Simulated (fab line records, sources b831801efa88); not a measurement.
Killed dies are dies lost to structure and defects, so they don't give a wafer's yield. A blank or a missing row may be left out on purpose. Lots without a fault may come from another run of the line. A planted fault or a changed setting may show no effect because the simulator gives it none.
Chamber matching | flow sfq_line | SFQ_TRILAYER_I4_CMP_CMP_100 on cmp-01: 4 sister chambers
The step polishes SiO2. 8 wafers are shown with their chamber, then 7 later ones without.

WAFERS WITH THEIR CHAMBER
wafer  | chamber | motor_current_A (A) | time_to_endpoint_s (s)
L411.1 | 0       | 10.2                | 203
L411.2 | 2       | 10.0                | 212
L411.4 | 3       | 9.6                 | 202
L418.1 | 0       | 10.4                | 215
L418.2 | 1       | 9.6                 | 232
L418.3 | 3       | 8.8                 | 204
L419.2 | 1       | 10.0                | 235
L419.3 | 2       | 10.9                | 226

WAFERS WITHOUT THEIR CHAMBER
wafer  | motor_current_A (A) | time_to_endpoint_s (s)
L419.6 | 11.5                | 224
L420.2 | 10.3                | 214
L420.4 | 9.5                 | 216
L420.3 | 10.2                | 229
L430.1 | 10.7                | 224
L430.2 | 9.8                 | 238
L430.3 | 10.7                | 224

WHICH CHAMBER EACH WENT THROUGH
wafer  | from the rows above               | in truth
L419.6 | can't be placed: 2 or 0 or 1      | 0
L420.2 | can't be placed: 0 or 2           | 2
L420.4 | can't be placed: 0 or 3 or 2 or 1 | 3
L420.3 | can't be placed: 1 or 2 or 0      | 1
L430.1 | can't be placed: 2 or 0 or 1      | 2
L430.2 | 1                                 | 1
L430.3 | can't be placed: 2 or 0 or 1      | 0
Placed correctly: 1 of 7. Can't be placed from these rows: 6 (the true chamber is among the candidates in 6). Placed wrongly: 0.
How it was worked out, from the rows above alone: a wafer's distance from a chamber is the root of the sum, over the readings, of the square of ((its reading less the chamber's mean) divided by the reading's scatter). The wafer belongs to the nearest chamber; if the next one is less than 2 further off, it can't be placed. A chamber's mean is the mean of its shown wafers. The scatter: the root of (the sum of the squares of (reading less its chamber's mean) over the shown wafers, divided by (wafers less chambers)).
